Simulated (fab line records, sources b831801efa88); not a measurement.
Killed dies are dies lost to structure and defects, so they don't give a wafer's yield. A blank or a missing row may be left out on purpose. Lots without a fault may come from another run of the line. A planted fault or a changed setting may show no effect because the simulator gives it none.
Which tool did it? | flow sky130 | 13 lots, 37 wafers sampled, at 5 steps of a route of 708

WHAT THE GAUGES READ, wafer by wafer
SKY_SONOS_TUNNEL_CD_MEAS_07: target cd 410 nm. Usual: cd_nm 409.7 nm, standard deviation 2.4.
lot  | measured     | on        | cd_nm (nm)        | flag
L568 | day 11 15:40 | cd_sem-01 | 407.6 405.6 408.1 |
L569 | day 12 07:50 | cd_sem-01 | 411.8 409.8 410.8 |
L570 | day 12 09:49 | cd_sem-01 | 410.0 410.6 411.1 |
L571 | day 12 09:55 | cd_sem-02 | 413.2 411.1 412.9 |
L572 | day 13 06:26 | cd_sem-02 | 412.4 409.5 411.1 |
L574 | day 13 17:04 | cd_sem-01 | 409.6 411.7 409.1 |
L576 | day 14 01:16 | cd_sem-02 | 411.9 410.9       |
L577 | day 14 07:22 | cd_sem-01 | 407.2 405.6       |
L587 | day 17 16:35 | cd_sem-01 | 410.1 405.7 405.3 |
L588 | day 17 23:15 | cd_sem-02 | 410.7 408.1 411.2 |
L589 | day 18 06:10 | cd_sem-01 | 408.2 412.9 410.7 |
L590 | day 18 10:05 | cd_sem-01 | 410.8 412.2 410.7 |
L591 | day 18 20:44 | cd_sem-02 | 411.2 412.3 410.7 |

SKY_POLY_GATE_OVL_MEAS_14. Usual: POLY_GATE_OVL 2 nm, standard deviation 5.9.
lot  | measured     | on         | POLY_GATE_OVL (nm) | flag
L568 | day 17 01:50 | overlay-01 | -6 -6 -7           |
L569 | day 17 08:17 | overlay-01 | 2 2 2              |
L570 | day 17 18:46 | overlay-02 | 0 -6 -4            |
L571 | day 17 17:07 | overlay-02 | 2 1 -1             |
L572 | day 18 09:16 | overlay-02 | -6 0 1             |
L574 | day 19 01:27 | overlay-01 | 1 0 4              |
L576 | day 19 09:39 | overlay-01 | -4 -4              |
L577 | day 19 15:59 | overlay-01 | 0 -6               |
L587 | day 23 10:33 | overlay-01 | 3 -6 -2            |
L588 | day 23 15:38 | overlay-02 | -5 3 12            |
L589 | day 23 21:59 | overlay-02 | 16 18 12           |
L590 | day 24 01:21 | overlay-02 | 1 5 -1             |
L591 | day 24 11:25 | overlay-02 | 8 1 6              |

SKY_POLY_CUT_CD_MEAS_08: target cd 270 nm. Usual: cd_nm 269.6 nm, standard deviation 1.4.
lot  | measured     | on        | cd_nm (nm)        | flag
L568 | day 25 00:42 | cd_sem-01 | 270.7 268.5 269.5 |
L569 | day 25 08:52 | cd_sem-02 | 270.3 271.8 270.4 |
L570 | day 25 16:41 | cd_sem-01 | 269.5 268.4 268.1 |
L571 | day 25 18:09 | cd_sem-02 | 269.0 269.9 269.8 |
L572 | day 26 07:11 | cd_sem-02 | 270.8 271.3 270.7 |
L574 | day 26 23:15 | cd_sem-01 | 269.2 268.7 268.5 |
L576 | day 27 06:06 | cd_sem-01 | 244.1 244.0       | OFF
L577 | day 27 11:43 | cd_sem-02 | 244.0 267.6       | OFF
L587 | day 31 00:01 | cd_sem-02 | 268.6 270.3 269.1 |
L588 | day 31 02:52 | cd_sem-01 | 269.3 269.9 270.1 |
L589 | day 31 10:24 | cd_sem-01 | 268.8 267.8 267.1 |
L590 | day 31 13:26 | cd_sem-01 | 267.8 269.1 268.1 |
L591 | day 31 21:30 | cd_sem-02 | 267.9 268.7 268.3 |

WHICH TOOL RAN EACH LOT (tool, then ch and the chambers of the sampled wafers, then the start)
lot  | SKY_FIELD_ISO_ETCH_14             | SKY_POLY_CUT_EXPOSE_05
L568 | rie_diel-03 ch 1,3, day 2 06:49   | krf_scanner-02 ch 0, day 24 09:50
L569 | rie_diel-04 ch 0,1,3, day 2 12:38 | krf_scanner-01 ch 0, day 24 17:26
L570 | rie_diel-02 ch 0,1,2, day 2 15:27 | krf_scanner-02 ch 0, day 25 01:36
L571 | rie_diel-03 ch 0,2,3, day 2 20:02 | krf_scanner-02 ch 0, day 25 03:15
L572 | rie_diel-04 ch 1,2,3, day 3 00:10 | krf_scanner-01 ch 0, day 25 17:17
L574 | rie_diel-02 ch 1,2, day 3 11:07   | krf_scanner-02 ch 0, day 26 08:22
L576 | rie_diel-02 ch 0,1, day 4 00:59   | krf_scanner-02 ch 0, day 26 15:59
L577 | rie_diel-03 ch 1,2, day 4 06:32   | krf_scanner-02 ch 0, day 26 21:46
L587 | rie_diel-02 ch 1,2, day 6 10:47   | krf_scanner-01 ch 0, day 30 09:52
L588 | rie_diel-03 ch 1,2, day 6 15:00   | krf_scanner-01 ch 0, day 30 13:19
L589 | rie_diel-04 ch 0,1,2, day 6 18:48 | krf_scanner-02 ch 0, day 30 20:52
L590 | rie_diel-04 ch 0,1,2, day 6 23:14 | krf_scanner-02 ch 0, day 30 23:44
L591 | rie_diel-03 ch 0,1,3, day 7 04:43 | krf_scanner-02 ch 0, day 31 07:42
- SKY_FIELD_ISO_ETCH_14: etches BARC in N2/H2, stops on SiO2, time 45.9 s, target depth 60 nm.
- SKY_POLY_CUT_EXPOSE_05: exposes mask NPCM, target cd 270 nm.

WHAT THE TOOLS THEMSELVES READ (means of the sampled wafers that have a number; where no wafer has one, the mark that the record gives instead)
SKY_FIELD_ISO_ETCH_14. Usual: drypump_motor_current_A 5.8 A, standard deviation 0.44; oes_product_au 0.855 a.u., standard deviation 0.0047; throttle_valve_pct 13.224 %, standard deviation 0.0078.
lot  | tool        | drypump_motor_current_A (A) | oes_product_au (a.u.) | throttle_valve_pct (%) | flag
L568 | rie_diel-03 | 6.1                         | 0.858                 | 13.224                 |
L569 | rie_diel-04 | 6.2                         | 0.855                 | 13.220                 |
L570 | rie_diel-02 | 5.4                         | 0.854                 | 13.228                 |
L571 | rie_diel-03 | 5.8                         | 0.855                 | 13.222                 |
L572 | rie_diel-04 | 5.8                         | 0.857                 | 13.221                 |
L574 | rie_diel-02 | 5.1                         | 0.857                 | 13.230                 |
L576 | rie_diel-02 | 5.7                         | 0.853                 | 13.224                 |
L577 | rie_diel-03 | 5.9                         | 0.857                 | 13.229                 |
L587 | rie_diel-02 | 5.0                         | 0.858                 | 13.222                 |
L588 | rie_diel-03 | 5.9                         | 0.858                 | 13.225                 |
L589 | rie_diel-04 | 6.1                         | 0.854                 | 13.213                 |
L590 | rie_diel-04 | 6.1                         | 0.857                 | 13.220                 |
L591 | rie_diel-03 | 5.9                         | 0.854                 | 13.221                 |

THE ANSWER, worked out from the rows above alone
Rule: a lot is off if the mean of its wafers that have a number lies more than 3 standard deviations from the usual mean. A lot without any number at a reading at which 4 lots or more have one is off too. The other lots that the step has rows for count as sound. The gauges are gone through in route order, then the tools' own readings, and for those a lot's mean is taken as printed above. The first step at which some lot is off is used, and at that step the reading that is off furthest; a lot without a number counts as furthest.
Off: L576, L577, at SKY_POLY_CUT_CD_MEAS_08 (cd_nm).
A tool fits if, at a process step before that reading, it ran every lot that is off, and no sound lot after the first of them. The gauges at SKY_POLY_CUT_CD_MEAS_08 are tried like those tools. None of those tried fits.

WHAT THE SIMULATOR HAD PUT IN
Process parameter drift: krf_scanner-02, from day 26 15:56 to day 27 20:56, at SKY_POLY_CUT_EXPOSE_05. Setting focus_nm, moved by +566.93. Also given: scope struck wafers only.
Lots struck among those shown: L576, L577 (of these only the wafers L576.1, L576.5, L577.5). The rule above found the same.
